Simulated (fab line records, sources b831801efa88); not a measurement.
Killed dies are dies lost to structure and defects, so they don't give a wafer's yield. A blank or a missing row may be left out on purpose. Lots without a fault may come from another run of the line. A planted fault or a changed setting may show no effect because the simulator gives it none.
Chamber matching | flow gf180mcu | GF_V3_CMP_04 on cmp-01: 4 sister chambers
The step polishes SiO2. 16 wafers are shown with their chamber, then 8 later ones without.

WAFERS WITH THEIR CHAMBER
wafer  | chamber | motor_current_A (A) | retaining_ring_pressure_frac | time_to_endpoint_s (s)
L147.2 | 1       | 10.9                | 0.999                        | 84
L147.4 | 0       | 10.0                | 1.002                        | 90
L147.5 | 2       | 14.1                | 0.998                        | 86
L149.1 | 2       | 13.4                | 1.003                        | 80
L149.4 | 3       | 11.5                | 1.003                        | 79
L149.6 | 3       | 10.8                | 1.002                        | 77
L151.2 | 3       | 11.4                | 1.000                        | 85
L151.3 | 1       | 11.6                | 1.003                        | 85
L151.6 | 0       | 10.1                | 1.001                        | 90
L159.2 | 0       | 9.9                 | 1.005                        | 76
L159.5 | 3       | 11.9                | 0.998                        | 71
L159.6 | 0       | 11.0                | 1.002                        | 79
L160.2 | 2       | 13.5                | 0.997                        | 76
L160.3 | 1       | 11.6                | 1.003                        | 78
L160.6 | 2       | 13.6                | 0.996                        | 77
L166.2 | 3       | 11.8                | 0.998                        | 73

SIGNATURES (means of the wafers above)
reading                      | chamber 0 | chamber 1 | chamber 2 | chamber 3 | scatter within a chamber
motor_current_A              | 10.250    | 11.367    | 13.650    | 11.480    | 0.422
retaining_ring_pressure_frac | 1.00250   | 1.00167   | 0.99850   | 1.00020   | 0.00241
time_to_endpoint_s           | 83.75     | 82.33     | 79.75     | 77.00     | 5.55
Rule: a wafer's distance from a chamber is the root of the sum, over the readings, of the square of ((its reading less the chamber's mean) divided by the reading's scatter). The wafer belongs to the nearest chamber; if the next one is less than 2 further off, it can't be placed. The scatter: the root of (the sum of the squares of (reading less its chamber's mean) over the shown wafers, divided by (wafers less chambers)).

WAFERS WITHOUT THEIR CHAMBER
wafer  | motor_current_A (A) | retaining_ring_pressure_frac | time_to_endpoint_s (s)
L166.5 | 14.8                | 1.001                        | 74
L166.6 | 12.3                | 0.998                        | 83
L168.3 | 10.4                | 0.993                        | 73
L168.4 | 11.4                | 1.003                        | 78
L168.5 | 10.9                | 0.997                        | 81
L169.1 | 14.3                | 0.999                        | 77
L169.4 | 10.6                | 0.999                        | 77
L169.5 | 10.9                | 1.001                        | 79

WHICH CHAMBER EACH WENT THROUGH
wafer  | from the rows above          | in truth
L166.5 | 2                            | 2
L166.6 | can't be placed: 3 or 1 or 2 | 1
L168.3 | can't be placed: 3 or 0 or 1 | 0
L168.4 | can't be placed: 1 or 3 or 0 | 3
L168.5 | can't be placed: 3 or 1 or 0 | 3
L169.1 | 2                            | 2
L169.4 | can't be placed: 0 or 3 or 1 | 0
L169.5 | can't be placed: 1 or 3 or 0 | 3
Placed correctly: 2 of 8. Can't be placed from these rows: 6 (the true chamber is among the candidates in 6). Placed wrongly: 0.
